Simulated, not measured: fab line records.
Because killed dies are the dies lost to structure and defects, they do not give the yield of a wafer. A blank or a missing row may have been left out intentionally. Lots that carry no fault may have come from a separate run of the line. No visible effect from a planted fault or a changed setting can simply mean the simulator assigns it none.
Code-filled problem report in 8D (eight disciplines) form -- flow sky130 -- the parts of the form that need people (team, actions taken, sign-off) are left out

== 1. THE PROBLEM ==
METAL2_ALCU_RS at SKY_METAL2_RS_MEAS_05 reads a mean of 0.1681 ohm/sq on 1 wafer of 1 lot; wafers without a fault read 0.1267 ohm/sq with a standard deviation of 0.0014. That is +30 standard deviations from the usual mean.
The step: measures by four-point-probe.
The first sign was on wafer L878.3 at day 37 21:18, on film_metro-04. Wafers with a number at this step in the record: 30, from 10 lots. The rule behind "out" and "out of limits": a value lying over 4 standard deviations away from the usual mean. The other wafers with a number count as sound.

== 2. WHAT THIS IS AND IS NOT ==
question,is,is not
which readings at this step,METAL2_ALCU_RS,-
which lots,L878,"L867, L870, L872, L873, L876, L877, L883, L884, L890"
which wafers of those lots,L878.3,"L878.1, L878.5"
read on which gauges,film_metro-04,"film_metro-01, film_metro-02"
when,from day 37 21:18,"up to then (20 sound wafers); but 9 sound wafers of L883, L884, L890 came after"

== 3. SUSPECTS, AND WHAT RULES EACH OUT ==
Counting: if a tool at a process step up to the reading ran every lot that is out, it stays a suspect. Sound lots after the first of them don't rule it out here, since some wafers of a struck lot are sound.
- the gauge at SKY_METAL2_RS_MEAS_05 is ruled out. All the wafers that are out were read on film_metro-04, but those of them that SKY_METAL2_METAL_ETCH_19 has rows for are out there too, on other tools.
- rie_diel-02 at SKY_VIA1_ETCH_14 (etches BARC in N2/H2, stops on SiO2, time 45.9 s, target depth 60 nm): kept. The lot that is out, L878, ran on it at day 37 19:48; the last sound lot it ran before that was L873, at day 36 07:43.
- pvd_sputter-04 at SKY_METAL2_SPUTTER_02 (material AlCu, target thk 250 nm, time 13.3 s): kept. The lot that is out, L878, ran on it at day 37 21:12; the last sound lot it ran before that was L877, at day 37 13:50.
- rie_diel-02, SKY_VIA1_ETCH_14: wafers that are out in chamber 2, sound lot-mates in chambers 1, 3.
After counting, rie_diel-02 at SKY_VIA1_ETCH_14 and pvd_sputter-04 at SKY_METAL2_SPUTTER_02 remain.

== 4. THE CAUSE (what the simulator had put in) ==
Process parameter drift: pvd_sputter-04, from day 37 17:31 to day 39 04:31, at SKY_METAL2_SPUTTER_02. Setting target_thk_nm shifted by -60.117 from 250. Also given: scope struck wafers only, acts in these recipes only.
Counting left 2 suspects, and this tool is among them.

== 5. THE CHAIN OF EFFECTS, in route order ==
Each row: a reading whose mean over the struck wafers that have a number lies more than 3 standard deviations from the usual. Readings are gone through only where the record gives a usual standard deviation; hours: the median, over the lots, of the time from a lot's start at the first step in this table giving one to that lot's start at this step; sigmas: the change measured in usual standard deviations.
hours,step,reading,usual,on struck wafers,change,sigmas
0,SKY_METAL2_RS_MEAS_05,METAL2_ALCU_RS,0.1267 ohm/sq,0.1681,+0.0414,+30
0,SKY_METAL2_THK_MEAS_06,METAL2_ALCU_THK,253.5 nm,192.8,-60.7,-22
25,SKY_METAL2_METAL_ETCH_19,oes_product_au,0.854 a.u.,0.793,-0.061,-10
Process steps it contains:
- SKY_METAL2_METAL_ETCH_19: etches the open film in Cl2/BCl3, stops on SiO2, target depth 360 nm, time 78 s.
At these later measuring or inspecting steps, every struck wafer for which the step has a row has a number for every such reading, and none has moved that far: SKY_METAL2_CD_MEAS_15.

== 6. WHAT WOULD HAVE CAUGHT IT SOONER ==
In this record the first reading out of limits at a measuring or inspecting step was taken at day 37 21:18, 4 hours after the fault began at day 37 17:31.
Tool readings at SKY_METAL2_SPUTTER_02 with a usual standard deviation given in the record: none out on any struck wafer, hence no alarm at a limit of 4 standard deviations on them.
Lots out: 1; all had begun SKY_METAL2_SPUTTER_02 on pvd_sputter-04 by day 37 21:18. Tool hold at that time: it would have spared none of them.
